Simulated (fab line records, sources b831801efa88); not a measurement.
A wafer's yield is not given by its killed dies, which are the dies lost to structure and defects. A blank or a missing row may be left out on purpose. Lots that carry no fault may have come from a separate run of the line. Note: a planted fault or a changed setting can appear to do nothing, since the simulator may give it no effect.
2 desks, one fault | flow gf180mcu | numbers are kept per desk, each desk with only its own; the story behind them comes last

## THE TOOL OWNER'S DESK: plasma_asher-01
The tool's own readings at GF_NWELL_STRIP_10 (strips in O2/N2): means of the sampled wafers that have a number, for each lot that ran on this tool. If a lot's mean is further than 4 standard deviations from the usual mean, the lot is out of limits and carries the mark OUT (the distance appears in the brackets).
Columns: A = drypump_motor_current_A at GF_NWELL_STRIP_10, usual 5.5 A; B = heater_power_w at GF_NWELL_STRIP_10, usual 327 W; C = n2_flow_sccm at GF_NWELL_STRIP_10, usual 300.2 sccm; D = o2_flow_sccm at GF_NWELL_STRIP_10, usual 3001 sccm; E = oes_product_au at GF_NWELL_STRIP_10, usual 0.723 a.u.; F = strip_time_to_endpoint_s at GF_NWELL_STRIP_10, usual 36.97 s
lot  | first seen here | A   | B   | C     | D              | E     | F
L920 | day 3 22:12     | 5.4 | 323 | 300.3 | 2999           | 0.717 | 36.95
L923 | day 4 16:23     | 5.4 | 313 | 299.8 | 3000           | 0.721 | 37.15
L926 | day 5 07:59     | 5.4 | 320 | 300.0 | 3000           | 0.717 | 37.15
L928 | day 5 19:36     | 5.4 | 321 | 300.1 | 2799 (-23) OUT | 0.717 | 37.20
L930 | day 6 07:18     | 5.4 | 320 | 300.8 | 2603 (-45) OUT | 0.718 | 37.41 (+4.4) OUT
L933 | day 7 00:54     | 5.4 | 328 | 300.1 | 2800 (-23) OUT | 0.719 | 37.19
This desk's finding: out of limits on L928, L930, L933; first on L928, day 5 19:36 (o2_flow_sccm at GF_NWELL_STRIP_10). L920, L923, L926 stayed within limits.

## FROM THE METROLOGY DESK
Means of the sampled wafers that have a number, per lot and without regard to the tool the lot ran on: this is what the gauges read. If a lot's mean is further than 4 standard deviations from the usual mean, the lot is out of limits and carries the mark OUT (the distance appears in the brackets).
Columns: A = LVPWELL_OVL at GF_LVPWELL_OVL_MEAS_07, usual -0.1 nm; B = cd_nm at GF_POLY_GATE_CD_MEAS_10, usual 280.1 nm
lot  | first seen here | A    | B
L918 | day 4 01:04     | -0.2 | 278.9
L920 | day 4 11:01     | -1.4 | 280.8
L922 | day 4 23:28     | 1.2  | 277.7
L923 | day 5 06:34     | 1.4  | 280.5
L924 | day 5 12:16     | -1.4 | 281.2
L925 | day 5 16:13     | -2.1 | 278.4
L926 | day 5 22:10     | 0.6  | 280.4
L928 | day 6 10:25     | -0.2 | 279.9
L930 | day 6 22:22     | 1.1  | 279.6
L931 | day 7 03:31     | 1.1  | 282.2
L933 | day 7 16:01     | -1.3 | 279.2
L936 | day 8 07:55     | 0.4  | 280.3
L940 | day 9 05:22     | 1.5  | 281.0
This desk's finding: nothing out of limits on any of the 13 lots.

## PUT TOGETHER
The tool owner's desk could have raised an alarm at day 5 19:36, on L928, L930, L933.
The metrology desk saw nothing out of limits.
The metrology desk has L928, L930, L933 on record, within its limits.
GF_NWELL_STRIP_10 was run on plasma_asher-01 by each of the lots named.

## WHAT WAS PUT IN BY THE SIMULATOR
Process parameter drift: plasma_asher-01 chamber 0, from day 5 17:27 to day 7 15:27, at GF_NWELL_STRIP_10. The setting o2_flow_sccm was moved by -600, starting from 3000. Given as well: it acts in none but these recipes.
Struck lots among those shown: L928, L930, L933.
Time in hours from fault onset to the first out-of-limits reading at each desk: the tool owner's desk, 2.
